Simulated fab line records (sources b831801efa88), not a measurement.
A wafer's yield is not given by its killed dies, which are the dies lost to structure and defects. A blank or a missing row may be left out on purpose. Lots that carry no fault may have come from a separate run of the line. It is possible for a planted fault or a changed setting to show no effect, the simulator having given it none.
Which tool is to blame? ; flow sky130 ; Sampling: 13 lots, 39 wafers, 3 of 708 route steps

## WHAT EACH GAUGE READ, for each wafer
SKY_SD_N_RS_MEAS_17: a four-point-probe measurement.
lot;measured;on;SD_P_RS (ohm/sq)
L515;day 28 02:15;filmMetro-02;146.7 146.6 146.9
L520;day 30 05:47;filmMetro-02;146.3 146.0 146.5
L519;day 30 06:06;filmMetro-04;146.2 146.0 146.2
L521;day 30 13:05;filmMetro-04;145.7 146.4 146.4
L526;day 31 20:43;filmMetro-04;146.5 146.0 146.5
L530;day 32 20:57;filmMetro-02;146.7 146.7 146.3
L531;day 33 10:28;filmMetro-04;146.7 146.3 146.4
L532;day 33 18:45;filmMetro-03;146.4 146.2 145.7
L533;day 33 23:33;filmMetro-03;146.3 146.9 146.3
L534;day 34 06:52;filmMetro-03;145.7 146.2 146.2
L536;day 34 19:59;filmMetro-04;147.1 147.2 147.2
L535;day 34 22:22;filmMetro-04;146.3 146.6 146.9
L537;day 35 08:52;filmMetro-04;146.8 146.4 146.9

SKY_LI_CONTACT_OVL_MEAS_13.
lot;measured;on;LI_CONTACT_OVL (nm)
L515;day 29 07:44;overlay-02;7 10 16
L520;day 31 10:14;overlay-02;-7 -1 -11
L519;day 31 11:07;overlay-02;7 -2 5
L521;day 31 17:34;overlay-01;8 6 6
L526;day 32 23:58;overlay-01;0 8 -5
L530;day 34 00:10;overlay-02;6 7 7
L531;day 34 13:56;overlay-02;3 8 5
L532;day 34 21:55;overlay-01;4 7 3
L533;day 35 03:08;overlay-01;3 -4 -2
L534;day 35 11:07;overlay-02;13 3 2
L536;day 35 23:34;overlay-01;5 9 8
L535;day 36 01:28;overlay-02;10 8 1
L537;day 36 12:28;overlay-02;2 -4 6

## WHICH TOOL RAN EACH LOT (tool, then ch and the chambers of the sampled wafers, then the start)
lot;SKY_SD_N_RTA_14
L515;rtpAnneal-02 ch 0, day 28 01:57
L520;rtpAnneal-02 ch 0, day 30 05:28
L519;rtpAnneal-01 ch 0, day 30 05:47
L521;rtpAnneal-02 ch 0, day 30 12:46
L526;rtpAnneal-01 ch 0, day 31 20:26
L530;rtpAnneal-01 ch 0, day 32 20:39
L531;rtpAnneal-02 ch 0, day 33 10:11
L532;rtpAnneal-01 ch 0, day 33 18:24
L533;rtpAnneal-02 ch 0, day 33 23:15
L534;rtpAnneal-01 ch 0, day 34 06:34
L536;rtpAnneal-02 ch 0, day 34 19:40
L535;rtpAnneal-01 ch 0, day 34 22:04
L537;rtpAnneal-02 ch 0, day 35 08:34
- SKY_SD_N_RTA_14: time 2 s.

## AS READ BY THE TOOLS THEMSELVES (means over the sampled wafers that have a number; for cases with no such wafer, the mark the record gives instead)
SKY_SD_N_RTA_14.
lot;tool;lampPowerPct (%);rampUpCPerS;wafer_temp_C_max
L515;rtpAnneal-02;15.74;149.99;1077.4
L520;rtpAnneal-02;15.69;150.00;1076.8
L519;rtpAnneal-01;15.70;150.02;1078.8
L521;rtpAnneal-02;15.73;149.99;1078.7
L526;rtpAnneal-01;15.74;150.02;1078.9
L530;rtpAnneal-01;15.69;149.98;1078.5
L531;rtpAnneal-02;15.75;150.01;1077.8
L532;rtpAnneal-01;15.76;150.01;1078.7
L533;rtpAnneal-02;15.73;150.03;1077.9
L534;rtpAnneal-01;15.73;150.01;1077.7
L536;rtpAnneal-02;15.77;149.99;1076.3
L535;rtpAnneal-01;15.79;149.99;1078.4
L537;rtpAnneal-02;15.78;149.98;1078.3

## THE ANSWER, worked out from the rows above alone
Rule: what is usual is taken from the lots themselves. Put in order of their means at a reading, lots are off if they are a third of the lots or fewer, leave a main group of 4 or more, and stand apart from it by a gap of 3 or more times the standard deviation of the main group's means; of several such gaps the widest counts. A main group whose means are all the same, to the digits that the tables above print for the reading, isn't used. A lot without any number at a reading at which 4 lots or more have one is off too. Any other lot the step has rows for is counted as sound. Order of review: gauges by route order, followed by the tools' own readings, for which a lot's mean as printed above is used. At the first step where some lot is off, the reading lying furthest off is the one used; lots without a number count as furthest.
Nothing can be told from this: no lot is off at any reading shown.

## WHAT THE SIMULATOR PUT IN
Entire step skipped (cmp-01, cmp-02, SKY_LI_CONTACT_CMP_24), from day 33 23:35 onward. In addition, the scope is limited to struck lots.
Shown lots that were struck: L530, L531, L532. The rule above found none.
